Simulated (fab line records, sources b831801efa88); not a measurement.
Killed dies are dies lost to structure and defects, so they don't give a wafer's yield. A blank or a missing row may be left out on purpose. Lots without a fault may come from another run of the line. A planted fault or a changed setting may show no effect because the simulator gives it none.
Chamber matching | flow sky130 | SKY_LI_CONTACT_ETCH_14 on rie_diel-02: 4 sister chambers
The step etches BARC in N2/H2, stops on SiO2, time 45.9 s, target depth 60 nm. 14 wafers are shown with their chamber, then 7 later ones without.

WAFERS WITH THEIR CHAMBER
wafer  | chamber | oes_product_au (a.u.) | throttle_valve_pct (%)
L668.2 | 2       | 0.854                 | 13.215
L668.3 | 3       | 0.852                 | 13.228
L668.4 | 0       | 0.853                 | 13.218
L669.2 | 0       | 0.850                 | 13.231
L669.3 | 2       | 0.861                 | 13.212
L669.5 | 2       | 0.859                 | 13.235
L670.1 | 0       | 0.850                 | 13.232
L670.2 | 2       | 0.856                 | 13.226
L670.6 | 1       | 0.855                 | 13.232
L676.3 | 0       | 0.853                 | 13.220
L676.4 | 2       | 0.864                 | 13.225
L676.6 | 1       | 0.855                 | 13.226
L677.2 | 2       | 0.848                 | 13.231
L677.4 | 3       | 0.855                 | 13.211

SIGNATURES (means of the wafers above)
reading            | chamber 0 | chamber 1 | chamber 2 | chamber 3 | scatter within a chamber
oes_product_au     | 0.85150   | 0.85500   | 0.85700   | 0.85350   | 0.00417
throttle_valve_pct | 13.22525  | 13.22900  | 13.22400  | 13.21950  | 0.00849
Rule: a wafer's distance from a chamber is the root of the sum, over the readings, of the square of ((its reading less the chamber's mean) divided by the reading's scatter). The wafer belongs to the nearest chamber; if the next one is less than 2 further off, it can't be placed. The scatter: the root of (the sum of the squares of (reading less its chamber's mean) over the shown wafers, divided by (wafers less chambers)).

WAFERS WITHOUT THEIR CHAMBER
wafer  | oes_product_au (a.u.) | throttle_valve_pct (%)
L677.5 | 0.853                 | 13.236
L681.4 | 0.856                 | 13.224
L681.5 | 0.857                 | 13.229
L681.6 | 0.853                 | 13.218
L682.4 | 0.858                 | 13.217
L682.5 | 0.852                 | 13.215
L682.6 | 0.852                 | 13.238

WHICH CHAMBER EACH WENT THROUGH
wafer  | from the rows above               | in truth
L677.5 | can't be placed: 1 or 0 or 2 or 3 | 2
L681.4 | can't be placed: 2 or 1 or 3 or 0 | 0
L681.5 | can't be placed: 1 or 2 or 0 or 3 | 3
L681.6 | can't be placed: 3 or 0 or 2 or 1 | 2
L682.4 | can't be placed: 2 or 3 or 1 or 0 | 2
L682.5 | can't be placed: 3 or 0 or 2 or 1 | 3
L682.6 | can't be placed: 1 or 0 or 2 or 3 | 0
Placed correctly: 0 of 7. Can't be placed from these rows: 7 (the true chamber is among the candidates in 7). Placed wrongly: 0.
